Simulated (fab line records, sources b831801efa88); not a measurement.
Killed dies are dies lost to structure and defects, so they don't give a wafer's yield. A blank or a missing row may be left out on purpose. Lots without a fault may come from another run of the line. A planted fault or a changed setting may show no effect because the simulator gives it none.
Problem report in the 8D (eight disciplines) form, filled by code | flow sky130 | the parts of the form that need people (team, actions taken, sign-off) are left out

1. THE PROBLEM
VIA1_HDPCVD_THK at SKY_VIA1_THK_MEAS_01 reads a mean of 1808 nm on 9 wafers of 3 lots; wafers without a fault read 1034 nm with a standard deviation of 12. That is +64 standard deviations from the usual mean.
First seen on wafer L320.3, day 37 06:12, on film_metro-01. The record holds 45 wafers of 15 lots with a number at this step. Rule for "out", or "out of limits": more than 4 standard deviations from the usual mean. The other wafers with a number count as sound.

2. WHAT IT IS AND WHAT IT IS NOT
question                    | is                           | is not
which readings at this step | VIA1_HDPCVD_THK              | -
which lots                  | L320, L321, L322             | L312, L313, L314, L315, L316, L326, L328, L331, L332, L333, L334, L335
which wafers of those lots  | all that have a number       | -
read on which gauges        | film_metro-01, film_metro-03 | film_metro-02
when                        | from day 37 06:12            | up to then (15 sound wafers); but 21 sound wafers of L326, L328, L331, L332, L333, L334, L335 came after

3. SUSPECTS, AND WHAT RULES EACH OUT
Counting: a tool at a process step up to the reading stays a suspect if it ran every lot that is out and no sound lot after the first of them.
- the gauge at SKY_VIA1_THK_MEAS_01: ruled out. The wafers that are out were read on 2 gauges (film_metro-01, film_metro-03).
- hdpcvd-02 at SKY_VIA1_HDPCVD_00 (deposits SiO2, target thk 1030 nm, time 171.7 s): ruled out as a lasting fault. Sound lots L331, L333, L334, L335 ran on it after its first lot that is out, L320 (day 37 06:04).
Left after counting: nothing in the record.

4. THE CAUSE (what the simulator had put in)
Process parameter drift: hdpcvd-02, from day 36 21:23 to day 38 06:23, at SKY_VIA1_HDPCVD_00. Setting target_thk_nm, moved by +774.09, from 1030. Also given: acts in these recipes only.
Counting ruled it out, wrongly: the rule takes a fault to strike every lot that its tool runs from its start on, and this one did not.

5. THE CHAIN OF EFFECTS, in route order
Each row: a reading whose mean over the struck wafers that have a number lies more than 3 standard deviations from the usual. Only readings for which the record gives a usual standard deviation are gone through. hours: the time from each lot's start at the first step in this table that gives one to its start at this step, as a median over the lots. sigmas: the change in usual standard deviations.
hours | step                 | reading         | usual   | on struck wafers | change | sigmas
0     | SKY_VIA1_THK_MEAS_01 | VIA1_HDPCVD_THK | 1034 nm | 1808             | +774   | +64

6. WHAT WOULD HAVE CAUGHT IT SOONER
In this record the first reading out of limits at a measuring or inspecting step was taken at day 37 06:12, 9 hours after the fault began at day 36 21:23.
